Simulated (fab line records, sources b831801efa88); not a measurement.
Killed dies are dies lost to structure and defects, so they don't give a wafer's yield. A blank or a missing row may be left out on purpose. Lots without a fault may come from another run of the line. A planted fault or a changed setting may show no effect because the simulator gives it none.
A struck lot beside a sound one | flow gf180mcu | 16 steps out of a route of 602
Sound: wafers L954.1, L954.3, L954.4. Struck: wafers L965.3, L965.5, L965.6. The cause comes at the end.
At each step with rows: each side's tool, then ch and its chambers, then its first start. Under that, the readings that differ: sound wafers | struck wafers | difference of the means | sigmas: that difference in standard deviations of wafers without a fault.
alike: readings whose means differ by less than 2 such deviations, and words and numbers that are the same on both sides. not compared: withheld readings, readings that some wafer has no value for, bounds like >300 that may hide the same value, and numbers for which the record gives no deviation and whose values overlap.
The two part at a step that has a row with sigmas, a row that says differs or no value, or rows on one side only. Numbers that don't overlap but have no deviation are shown without sigmas and don't part them. A reading that every wafer of one side lacks parts them only if that side has two wafers or more.

GF_NSD_CD_MEAS_07: target cd 400 nm.
  sound on cd_sem-01, day 14 21:47; struck on cd_sem-02, day 18 18:13
  alike: cd_nm
GF_NSD_OVL_MEAS_08:
  sound on overlay-02, day 14 21:54; struck on overlay-01, day 18 18:19
  alike: NSD_OVL
then, 2 steps without rows for these wafers: GF_NSD_IMPLANT_09; GF_NSD_IMPLANT_10.
GF_NSD_STRIP_11: strips in O2/N2.
  sound on plasma_asher-04 ch 0,1, day 14 22:14; struck on plasma_asher-02 ch 0,1, day 18 18:40
  alike: drypump_motor_current_A, heater_power_w, oes_product_au, strip_time_to_endpoint_s
  not compared: rf_hours_counter_h
GF_NSD_TW_MEAS_12:
  sound on film_metro-04, day 14 22:20; struck on film_metro-04, day 18 18:45
  alike: NSD_TW
then, 6 steps without rows for these wafers: GF_PSD_DEHYDRATE_00 (time 60 s); GF_PSD_HMDS_01 (prime time 60 s); GF_PSD_COAT_02 (resist thk 1000 nm); GF_PSD_SOFTBAKE_03 (time 60 s); GF_PSD_EXPOSE_04 (exposes mask Pplus, target cd 400 nm); GF_PSD_PEB_05.
GF_PSD_DEVELOP_06: develop time 60 s.
  sound on litho_track-04 ch 0, day 15 20:07; struck on litho_track-04 ch 0, day 19 19:22
  reading              | sound             | struck            | difference | sigmas
  developer_temp_C (C) | 23.02 22.71 22.88 | 25.39 25.22 25.18 | +2.39      | +24
  alike: chill_plate_temp_C
GF_PSD_CD_MEAS_07: target cd 400 nm.
  sound on cd_sem-01, day 15 20:16; struck on cd_sem-02, day 19 19:30
  reading    | sound             | struck            | difference | sigmas
  cd_nm (nm) | 401.5 403.0 404.7 | 388.4 388.5 387.7 | -14.9      | -6
GF_PSD_OVL_MEAS_08:
  sound on overlay-01, day 15 20:23; struck on overlay-02, day 19 20:19
  alike: PSD_OVL
GF_PASSIVATION_PROBE_99:
  the record has rows for the sound wafers here (prober-01, day 30 13:43) and none for the struck ones

WHERE THEY PART
First at GF_PSD_DEVELOP_06; last, within this record, at GF_PASSIVATION_PROBE_99.

WHY: what the simulator had put in
Process parameter drift: litho_track-04, from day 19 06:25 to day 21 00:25, at GF_PSD_DEVELOP_06. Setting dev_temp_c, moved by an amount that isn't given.
